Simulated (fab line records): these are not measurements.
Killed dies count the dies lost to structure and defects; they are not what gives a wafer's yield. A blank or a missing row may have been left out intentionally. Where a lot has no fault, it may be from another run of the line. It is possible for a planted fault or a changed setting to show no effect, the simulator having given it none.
Comparing a struck lot with a sound one ; flow gf180mcu ; 14 steps out of a route of 602
Sound: the wafers L785.1, L785.2, L785.6. Wafers L797.2, L797.3, L797.5 were the ones struck. The cause is given at the end.
For every step that has rows: the tool of each side, followed by ch and its chambers, followed by its first start. Under that, the readings that differ: sound wafers ; struck wafers ; difference of the means ; sigmas: that difference in standard deviations of wafers without a fault.
alike: readings with means less than 2 such deviations apart, plus words and numbers identical on both sides. not compared: withheld readings, readings lacking a value on some wafer, bounds such as >300 that could conceal the same value, and numbers that have no deviation in the record and whose values overlap.
Wherever a step has rows on one side only, a row that says differs or no value, or a row with sigmas, the two part there. Numbers that don't overlap but have no deviation are shown without sigmas and don't part them. Lack of a reading on every wafer of one side parts them only where that side has two or more wafers.

first, 4 steps without rows for these wafers: GF_V4_SOFTBAKE_10 (time 60 s); GF_V4_EXPOSE_11 (exposes mask Via4, target cd 260 nm); GF_V4_PEB_12 (peb time 90 s); GF_V4_DEVELOP_13 (develop time 60 s).
GF_V4_CD_MEAS_14: target cd 260 nm.
  sound: cd-sem-01 at day 26 08:07; struck: cd-sem-02 at day 30 07:29
  alike: cd-nm
GF_V4_OVL_MEAS_15:
  sound: overlay-01 at day 26 08:14; struck: overlay-02 at day 30 07:35
  alike: V4_OVL
GF_V4_ETCH_16: etches BARC in N2/H2.
  sound on rie-diel-01 ch 1,2,3, day 26 08:16; struck on rie-diel-01 ch 0,2,3, day 30 07:37
  alike: drypump-motor-current-A, oes-product-au, throttle-valve-pct
GF_V4_ETCH_17: etches SiO2 in C4F8/O2/Ar, stops on TiN, target depth 630 nm.
  sound on rie-diel-01 ch 1,2,3; struck on rie-diel-01 ch 0,2,3
  alike: oes-product-au
GF_V4_STRIP_18: strips in O2/N2.
  sound on plasma-asher-01 ch 0,1, day 26 08:23; struck on plasma-asher-01 ch 1, day 30 07:44
  alike: drypump-motor-current-A, heater-power-w, oes-product-au
  not compared: rf-hours-counter-h
then, 2 steps without rows for these wafers: GF_V4_STRIP_19 (strips in post etch residue remover, time 1200 s); GF_V4_CLEAN_20 (cleans in DIW).
GF_V4_SPUTTER_21: material Ti, target thk 15 nm, time 80.02 s.
  sound: pvd-sputter-04 at day 26 08:56; struck: pvd-sputter-03 at day 30 08:17
  alike: cathode-dc-power-W, chamber-pressure-pa, substrate-temp-c, throttle-valve-pct
GF_V4_SPUTTER_22: material TiN, target thk 10 nm, time 40 s.
  sound: pvd-sputter-04 at day 26 09:00; struck: pvd-sputter-03 at day 30 08:20
  no value came back on the struck wafers for cathode-dc-power-W (W), chamber-pressure-pa (Pa), throttle-valve-pct (%); on the sound wafers cathode-dc-power-W (W) reads 4001.7 3999.8 4001.0
GF_V4_CVD_23: deposits W, target thk 350 nm, time 104.9 s.
  sound on cvd-w-01 ch 0,1, day 26 09:02; struck on cvd-w-01 ch 0,1, day 30 08:23
  alike: heater-power-w

== WHERE THEY PART ==
Only at GF_V4_SPUTTER_22, as far as this record shows. Later steps at which nothing parts them and some readings are alike: GF_V4_CVD_23.

WHY: what had been put in by the simulator
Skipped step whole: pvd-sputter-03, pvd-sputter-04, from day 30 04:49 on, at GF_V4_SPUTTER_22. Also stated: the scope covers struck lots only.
